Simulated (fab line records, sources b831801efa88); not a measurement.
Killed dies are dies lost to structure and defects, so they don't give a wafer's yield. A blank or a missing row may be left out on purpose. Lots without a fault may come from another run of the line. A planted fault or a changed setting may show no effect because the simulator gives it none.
A struck lot beside a sound one | flow sky130 | 26 steps out of a route of 708
Sound: wafers L275.2, L275.3, L275.5. Struck: wafers L272.1, L272.2, L272.3. The cause comes at the end.
At each step with rows: each side's tool, then ch and its chambers, then its first start. Under that, the readings that differ: sound wafers | struck wafers | difference of the means | sigmas: that difference in standard deviations of wafers without a fault.
alike: readings whose means differ by less than 2 such deviations, and words and numbers that are the same on both sides. not compared: withheld readings, readings that some wafer has no value for, bounds like >300 that may hide the same value, and numbers for which the record gives no deviation and whose values overlap.
The two part at a step that has a row with sigmas, a row that says differs or no value, or rows on one side only. Numbers that don't overlap but have no deviation are shown without sigmas and don't part them. A reading that every wafer of one side lacks parts them only if that side has two wafers or more.

first, 2 steps without rows for these wafers: SKY_METAL4_PEB_11; SKY_METAL4_DEVELOP_12 (develop time 60 s).
SKY_METAL4_CD_MEAS_13: target cd 300 nm.
  sound on cd_sem-01, day 46 07:15; struck on cd_sem-01, day 45 09:29
  alike: cd_nm
SKY_METAL4_OVL_MEAS_14:
  sound on overlay-02, day 46 07:22; struck on overlay-01, day 45 09:36
  alike: METAL4_OVL
SKY_METAL4_DESCUM_15: chemistry O2, time 8 s.
  sound on rie_metal-04 ch 0,1, day 46 07:23; struck on rie_metal-03 ch 0,1, day 45 09:38
  alike: drypump_motor_current_A, oes_product_au
  not compared: rf_hours_counter_h
SKY_METAL4_ETCH_16: etches BARC in N2/H2, stops on SiO2, time 88.2 s, target depth 60 nm.
  sound on rie_metal-04 ch 0,1, day 46 07:25; struck on rie_metal-03 ch 0,1, day 45 09:40
  alike: bias_w, drypump_motor_current_A, oes_product_au, throttle_valve_pct
  not compared: rf_hours_counter_h
SKY_METAL4_ETCH_17: etches SiO2 in C4F8/O2/Ar, stops on TiN, time 3.9 s, target depth 15 nm.
  sound on rie_diel-03 ch 1,3, day 46 07:31; struck on rie_diel-02 ch 0,1,3, day 45 09:46
  alike: bias_w, oes_product_au
  not compared: rf_hours_counter_h
SKY_METAL4_METAL_ETCH_18: etches the open film in Cl2/BCl3, stops on SiO2, target depth 845 nm, time 183.1 s.
  sound on rie_metal-03 ch 0,1, day 46 07:32; struck on rie_metal-01 ch 0,1, day 45 09:47
  alike: bias_w, drypump_motor_current_A, oes_product_au, throttle_valve_pct
  not compared: rf_hours_counter_h
SKY_METAL4_STRIP_19: strips in O2/N2.
  sound on plasma_asher-01 ch 0,1, day 46 07:43; struck on plasma_asher-01 ch 0,1, day 45 09:58
  alike: drypump_motor_current_A, oes_product_au, strip_time_to_endpoint_s
  not compared: rf_hours_counter_h
then, 3 steps without rows for these wafers: SKY_METAL4_STRIP_20 (strips in post etch residue remover, time 1200 s); SKY_METAL4_CLEAN_21 (cleans in IPA, time 180 s); SKY_METAL4_CLEAN_22 (cleans in O3/DIW).
SKY_VIA4_HDPCVD_00: deposits SiO2, target thk 1750 nm, time 291.7 s.
  sound on hdpcvd-02 ch 0,2, day 46 08:21; struck on hdpcvd-01 ch 0,1,2, day 45 10:34
  no value came back on the struck wafers for pressure_mtorr (mTorr), run_length_s (s); on the sound wafers pressure_mtorr (mTorr) reads 5.983 6.004 5.998
then, 1 step without rows for these wafers: SKY_VIA4_CMP_02 (polishes SiO2).
SKY_VIA4_BOW_MEAS_03:
  sound on film_metro-02, day 46 10:44; struck on film_metro-03, day 45 11:10
  reading       | sound    | struck   | difference | sigmas
  VIA4_BOW (um) | 87 76 73 | 95 97 94 | +17        | +2
then, 7 steps without rows for these wafers: SKY_VIA4_DEHYDRATE_04 (time 60 s); SKY_VIA4_HMDS_05 (prime time 60 s); SKY_VIA4_COAT_06 (resist thk 1140 nm); SKY_VIA4_SOFTBAKE_07 (time 60 s); SKY_VIA4_EXPOSE_08 (exposes mask VIM4, target cd 800 nm); SKY_VIA4_PEB_09; SKY_VIA4_DEVELOP_10 (develop time 60 s).
SKY_VIA4_OVL_MEAS_11:
  sound on overlay-01, day 47 06:38; struck on overlay-02, day 46 07:47
  alike: VIA4_OVL
SKY_VIA4_ETCH_12: etches SiO2 in C4F8/O2/Ar, stops on TiN, target depth 580 nm.
  sound on rie_diel-03 ch 0,1, day 47 06:40; struck on rie_diel-04 ch 0,1,2, day 46 07:49
  reading                  | sound             | struck            | difference | sigmas
  oes_product_au (a.u.)    | 0.922 0.927 0.923 | 0.376 0.366 0.375 | -0.552     | -99 or more
  model.etch.depth_nm (nm) | 577.8 578.3 578.4 | 0 0 0             | -578       |
  alike: bias_w
then, 1 step without rows for these wafers: SKY_VIA4_STRIP_13 (strips in O2/N2).
-- the record jumps here: 3 days lie between the struck wafers' starts before and after (it left off in module VIA4 and takes up again in module PAD_OPEN, whose first step shown is number 708 of the route) --
SKY_PAD_OPEN_PROBE_99:
  sound on prober-01, day 49 20:03; struck on prober-01, day 49 01:15
  reading                  | sound          | struck         | difference | sigmas
  defect_limited_yield (%) | 81.3 79.5 79.9 | 0 0 0          | -80        | -45
  killed_at_M0_to_M3       | 50 46 44       | 8 6 4          | -41        | -6
  killed_at_M4_up          | 2 3 5          | 469 477 485    | +474       | +99 or more
  killed_at_contacts       | 26 31 32       | 11 0 2         | -25        | -5
  killed_at_front_end      | 14 20 18       | 4 9 1          | -13        | -3
  killed_dies              | 92 101 99      | 492 492 492    | +395       | +44
  killed_on_rim            | 17 16 17       | 96 96 96       | +79        | +21
  killed_open              | 54 61 53       | 15 9 6         | -46        | -6
  killed_short             | 38 40 46       | 8 11 4         | -34        | -6
  sort_bin_3_pad_short (%) | 0.8 0.8 0.6    | 22.2 21.5 19.9 | +20.5      | +54
  sort_bin_5_function (%)  | 11.8 12.8 12.2 | 73.8 75.4 78.3 | +63.6      | +42
  sort_bin_6_memory (%)    | 6.1 6.9 7.3    | 4.1 3.0 1.8    | -3.8       | -3
  sort_n_pass              | 400 391 393    | 0 0 0          | -395       | -44
  sort_yield_pct (%)       | 81.3 79.5 79.9 | 0 0 0          | -80        | -45
  alike: killed_at_other

WHERE THEY PART
First at SKY_VIA4_HDPCVD_00; last, within this record, at SKY_PAD_OPEN_PROBE_99.

WHY: what the simulator had put in
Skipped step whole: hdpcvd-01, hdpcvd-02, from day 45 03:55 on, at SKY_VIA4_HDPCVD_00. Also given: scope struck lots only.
